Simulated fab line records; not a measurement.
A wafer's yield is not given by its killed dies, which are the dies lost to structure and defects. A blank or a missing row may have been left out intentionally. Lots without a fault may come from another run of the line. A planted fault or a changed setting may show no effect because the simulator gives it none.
What tool caused it? | flow gf180mcu | 9 lots (27 wafers sampled), 1 step of a 602-step route

== WHAT EACH GAUGE READ, for each wafer ==
GF_V2_BOW_MEAS_05.
lot  | measured     | on           | V2_BOW (um)
L299 | day 19 04:39 | filmMetro-01 | 100 90 96
L300 | day 19 22:56 | filmMetro-01 | 109 110 108
L301 | day 20 07:46 | filmMetro-02 | 97 97 98
L302 | day 20 14:38 | filmMetro-02 | 89 91 102
L303 | day 20 20:10 | filmMetro-01 | 100 103 103
L305 | day 22 01:23 | filmMetro-02 | 111 101 103
L315 | day 25 05:16 | filmMetro-02 | 104 91 106
L319 | day 26 07:04 | filmMetro-01 | 93 97 94
L322 | day 27 00:14 | filmMetro-02 | 90 90 101

== TOOL THAT RAN EACH LOT (tool first, then ch and the chambers of the sampled wafers, then the start) ==
No process step before these readings appears in the record.

== THE ANSWER, worked out from the rows above alone ==
Rule: the usual values come from the lots themselves. The widest of any qualifying gaps counts: lots, ordered by their means at a reading, are off when they make up no more than a third of the lots, leave a main group of 4 or more, and stand apart from it by 3 or more times the standard deviation of that group's means. Not used: any main group whose means are identical at the precision the tables above print for the reading. Also off: a lot with no number at a reading for which 4 or more lots have one. All remaining lots with rows at the step are treated as sound.
None of the lots is off at any reading shown; this tells nothing.

== WHAT THE SIMULATOR PUT IN ==
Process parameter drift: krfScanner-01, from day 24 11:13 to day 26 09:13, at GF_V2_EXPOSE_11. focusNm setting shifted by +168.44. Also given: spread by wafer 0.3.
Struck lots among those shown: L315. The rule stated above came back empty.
